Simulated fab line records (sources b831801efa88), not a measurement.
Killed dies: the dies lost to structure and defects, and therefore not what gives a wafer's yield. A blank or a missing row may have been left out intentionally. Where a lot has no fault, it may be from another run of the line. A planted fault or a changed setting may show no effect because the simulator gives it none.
A single fault, viewed from 2 desks | flow sky130 | numbers are kept per desk, each desk with only its own; the story behind them comes last

== THE METROLOGY DESK ==
What the gauges read for every lot (on any tool): the sampled wafers with a number, averaged. Marked OUT: a lot whose mean sits more than 4 standard deviations from the usual mean, which makes it out of limits; the brackets give that distance.
Columns: A = CONTACT_BOW at SKY_CONTACT_BOW_MEAS_05, usual 84 um; B = cdNm at SKY_CONTACT_CD_MEAS_14, usual 169.4 nm; C = METAL1_ALCU_RS at SKY_METAL1_RS_MEAS_05, usual 0.1264 ohm/sq
lot  | first seen here | A  | B               | C
L603 | day 30 21:17    | 90 | 165.9           | 0.1262
L605 | day 31 15:59    | 85 | 168.5           | 0.1250
L608 | day 32 12:41    | 81 | 171.7           | 0.1254
L609 | day 32 16:08    | 87 | 171.1           | 0.1257
L613 | day 33 18:47    | 84 | 168.0           | 0.1277
L612 | day 33 20:25    | 87 | 172.0           | 0.1240
L614 | day 34 03:49    | 92 | 170.1           | 0.1261
L615 | day 34 12:55    | 80 | 170.8           | 0.1271
L616 | day 34 17:04    | 81 | 77.9 (-48) OUT  | 0.1258
L617 | day 35 04:36    | 80 | 113.0 (-30) OUT | 0.1258
L619 | day 36 10:32    | 79 | 168.8           | 0.1265
L625 | day 37 17:37    | 84 | 173.1           | 0.1273
Finding of this desk: L616, L617 out of limits; the first was L616 at day 35 17:49, on cdNm at SKY_CONTACT_CD_MEAS_14. L603, L605, L608, L609, L613, L612, L614, L615, L619, L625 stayed within limits.

== THE TOOL OWNER'S DESK: krfScanner-01 ==
The tool's own readings at SKY_CONTACT_EXPOSE_11 (exposes mask CTM1, target cd 170 nm): means of the sampled wafers that have a number, for each lot that ran on this tool. Marked OUT: a lot whose mean sits more than 4 standard deviations from the usual mean, which makes it out of limits; the brackets give that distance.
Columns: A = focusOffsetNm at SKY_CONTACT_EXPOSE_11, usual -0.1 nm; B = reticleTempC at SKY_CONTACT_EXPOSE_11, usual 22.98 C
lot  | first seen here | A    | B
L603 | day 31 11:03    | 0.5  | 23.09
L609 | day 33 05:57    | 0.3  | 22.96
L613 | day 34 08:12    | -0.3 | 22.92
L612 | day 34 09:40    | 0.1  | 23.04
L615 | day 35 01:54    | -0.2 | 22.84
L616 | day 35 06:11    | 0.1  | 23.08
L617 | day 35 16:39    | -0.1 | 22.92
Finding of this desk: none of the 7 lots has anything out of limits.

== PUT TOGETHER ==
L616, L617 would have let the metrology desk raise an alarm at day 35 17:49.
The tool owner's desk saw nothing out of limits.
The tool owner's desk has L616, L617 on record, within its limits.
Every lot named ran SKY_CONTACT_EXPOSE_11 on krfScanner-01.

== WHAT WAS PUT IN BY THE SIMULATOR ==
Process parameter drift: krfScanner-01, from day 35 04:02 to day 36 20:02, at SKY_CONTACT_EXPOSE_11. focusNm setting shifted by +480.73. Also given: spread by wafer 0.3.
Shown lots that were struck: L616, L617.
Per desk, hours elapsed from the start of the fault to the first reading out of limits: for the metrology desk, 14.
